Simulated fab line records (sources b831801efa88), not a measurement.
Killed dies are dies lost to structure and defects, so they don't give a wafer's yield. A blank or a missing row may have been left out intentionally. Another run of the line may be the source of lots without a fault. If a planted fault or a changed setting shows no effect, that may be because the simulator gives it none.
Which tool was responsible? | flow sky130 | 13 lots with 39 wafers sampled at 4 steps, on a route of 708 steps

== WHAT THE GAUGES SHOWED, per wafer ==
SKY_METAL1_RS_MEAS_05: measures by four-point-probe.
lot  | measured     | on           | METAL1_ALCU_RS (ohm/sq)
L630 | day 31 20:05 | filmMetro-01 | 0.1267 0.1273 0.1277
L635 | day 33 08:25 | filmMetro-02 | 0.1247 0.1270 0.1248
L636 | day 33 16:46 | filmMetro-01 | 0.1266 0.1243 0.1280
L637 | day 34 04:30 | filmMetro-03 | 0.1287 0.1267 0.1259
L638 | day 34 12:58 | filmMetro-02 | 0.1254 0.1246 0.1252
L639 | day 35 00:33 | filmMetro-01 | 0.1287 0.1284 0.1287
L640 | day 35 01:34 | filmMetro-03 | 0.1239 0.1250 0.1240
L641 | day 35 09:40 | filmMetro-01 | 0.1268 0.1273 0.1279
L648 | day 37 15:07 | filmMetro-03 | 0.1282 0.1284 0.1279
L649 | day 37 18:17 | filmMetro-02 | 0.1309 0.1287 0.1298
L650 | day 38 04:31 | filmMetro-02 | 0.1266 0.1290 0.1266
L652 | day 38 12:59 | filmMetro-03 | 0.1276 0.1289 0.1289
L653 | day 38 15:10 | filmMetro-01 | 0.1300 0.1291 0.1295

SKY_VIA1_BOW_MEAS_03.
lot  | measured     | on           | VIA1_BOW (um)
L630 | day 33 00:35 | filmMetro-02 | 65 65 69
L635 | day 34 13:02 | filmMetro-01 | 79 76 74
L636 | day 34 21:10 | filmMetro-02 | 74 73 66
L637 | day 35 08:12 | filmMetro-04 | 78 70 77
L638 | day 35 17:02 | filmMetro-04 | 76 75 73
L639 | day 36 04:18 | filmMetro-01 | 88 74 82
L640 | day 36 05:04 | filmMetro-04 | 82 82 81
L641 | day 36 12:29 | filmMetro-04 | 80 75 68
L648 | day 38 17:02 | filmMetro-04 | 122 107 108 - - -
L649 | day 38 20:42 | filmMetro-01 | 110 96 105 - - -
L650 | day 39 07:09 | filmMetro-02 | 118 117 122 - - -
L652 | day 39 15:26 | filmMetro-01 | 84 90 74
L653 | day 39 17:37 | filmMetro-01 | 71 84 77

== WHICH TOOL RAN EACH LOT (tool, then ch and the chambers of the sampled wafers, then the start) ==
lot  | SKY_METAL1_SPUTTER_02       | SKY_VIA1_CMP_02
L630 | pvdSputter-04, day 31 20:00 | cmp-02 ch 0,3, day 33 00:17
L635 | pvdSputter-04, day 33 08:19 | cmp-01 ch 0,1,3, day 34 12:44
L636 | pvdSputter-03, day 33 16:41 | cmp-01 ch 0,1,2, day 34 20:52
L637 | pvdSputter-03, day 34 04:23 | cmp-02 ch 0,2,3, day 35 07:53
L638 | pvdSputter-04, day 34 12:53 | cmp-02 ch 1,2,3, day 35 16:44
L639 | pvdSputter-03, day 35 00:28 | cmp-01 ch 1,2,3, day 36 04:00
L640 | pvdSputter-04, day 35 01:25 | cmp-02 ch 0,1, day 36 04:43
L641 | pvdSputter-02, day 35 09:34 | cmp-02 ch 0,1,2, day 36 12:11
L648 | pvdSputter-03, day 37 14:59 | cmp-02 ch 0,3, day 38 16:41
L649 | pvdSputter-02, day 37 18:11 | cmp-01 ch 0,1,3, day 38 20:24
L650 | pvdSputter-03, day 38 04:26 | cmp-01 ch 0,2,3, day 39 06:57
L652 | pvdSputter-03, day 38 12:53 | cmp-01 ch 0,1,3, day 39 15:10
L653 | pvdSputter-02, day 38 15:02 | cmp-02 ch 1,2,3, day 39 17:22
- SKY_METAL1_SPUTTER_02: material AlCu, target thk 250 nm, time 13.3 s.
- SKY_VIA1_CMP_02: polishes SiO2.

== AS READ BY THE TOOLS THEMSELVES (means over the sampled wafers that have a number; for cases with no such wafer, the mark the record gives instead) ==
SKY_METAL1_SPUTTER_02.
lot  | tool          | throttleValvePct (%)
L630 | pvdSputter-04 | 30.2
L635 | pvdSputter-04 | 30.8
L636 | pvdSputter-03 | 31.3
L637 | pvdSputter-03 | 30.7
L638 | pvdSputter-04 | 30.1
L639 | pvdSputter-03 | 30.1
L640 | pvdSputter-04 | 30.1
L641 | pvdSputter-02 | 30.6
L648 | pvdSputter-03 | 30.0
L649 | pvdSputter-02 | 31.3
L650 | pvdSputter-03 | 32.4
L652 | pvdSputter-03 | 29.5
L653 | pvdSputter-02 | 31.2

SKY_VIA1_CMP_02.
lot  | tool   | edgeZonePressureFrac | headPressurePsi (psi) | motorCurrentA (A)
L630 | cmp-02 | 0.997                | 4.005                 | 13.1
L635 | cmp-01 | 0.999                | 4.005                 | 11.4
L636 | cmp-01 | 1.004                | 3.998                 | 11.4
L637 | cmp-02 | 1.001                | 3.998                 | 12.6
L638 | cmp-02 | 1.007                | 4.003                 | 13.2
L639 | cmp-01 | 1.001                | 3.999                 | 11.6
L640 | cmp-02 | 1.000                | 3.999                 | 11.6
L641 | cmp-02 | 1.004                | 3.999                 | 11.6
L648 | cmp-02 | -                    | -                     | -
L649 | cmp-01 | -                    | -                     | -
L650 | cmp-01 | -                    | -                     | -
L652 | cmp-01 | 1.006                | 3.995                 | 11.2
L653 | cmp-02 | 1.002                | 4.002                 | 12.8

== THE ANSWER, worked out from the rows above alone ==
Rule: usual is defined by the lots themselves. The widest of any qualifying gaps counts: lots, ordered by their means at a reading, are off when they make up no more than a third of the lots, leave a main group of 4 or more, and stand apart from it by 3 or more times the standard deviation of that group's means. A main group is skipped when, at the precision printed for the reading in the tables above, its means are all equal. A lot without any number at a reading at which 4 lots or more have one is off too. All remaining lots with rows at the step are treated as sound. First the gauges in route order, then the tools' own readings, where a lot's mean is used as printed above. At the first step where some lot is off, the reading lying furthest off is the one used; lots without a number count as furthest.
Off: L648, L649, L650, at SKY_VIA1_BOW_MEAS_03 (VIA1_BOW). For the main group the mean is 76 um and the standard deviation 4.8.
A tool fits if, at a process step before that reading, it ran every lot that is off, and no sound lot after the first of them. Not tried: the gauges at SKY_VIA1_BOW_MEAS_03; whatever is off there is also off at SKY_VIA1_CMP_02, on other tools, and gauge error can't account for it. None of those tried fits.

== WHAT THE SIMULATOR HAD PUT IN ==
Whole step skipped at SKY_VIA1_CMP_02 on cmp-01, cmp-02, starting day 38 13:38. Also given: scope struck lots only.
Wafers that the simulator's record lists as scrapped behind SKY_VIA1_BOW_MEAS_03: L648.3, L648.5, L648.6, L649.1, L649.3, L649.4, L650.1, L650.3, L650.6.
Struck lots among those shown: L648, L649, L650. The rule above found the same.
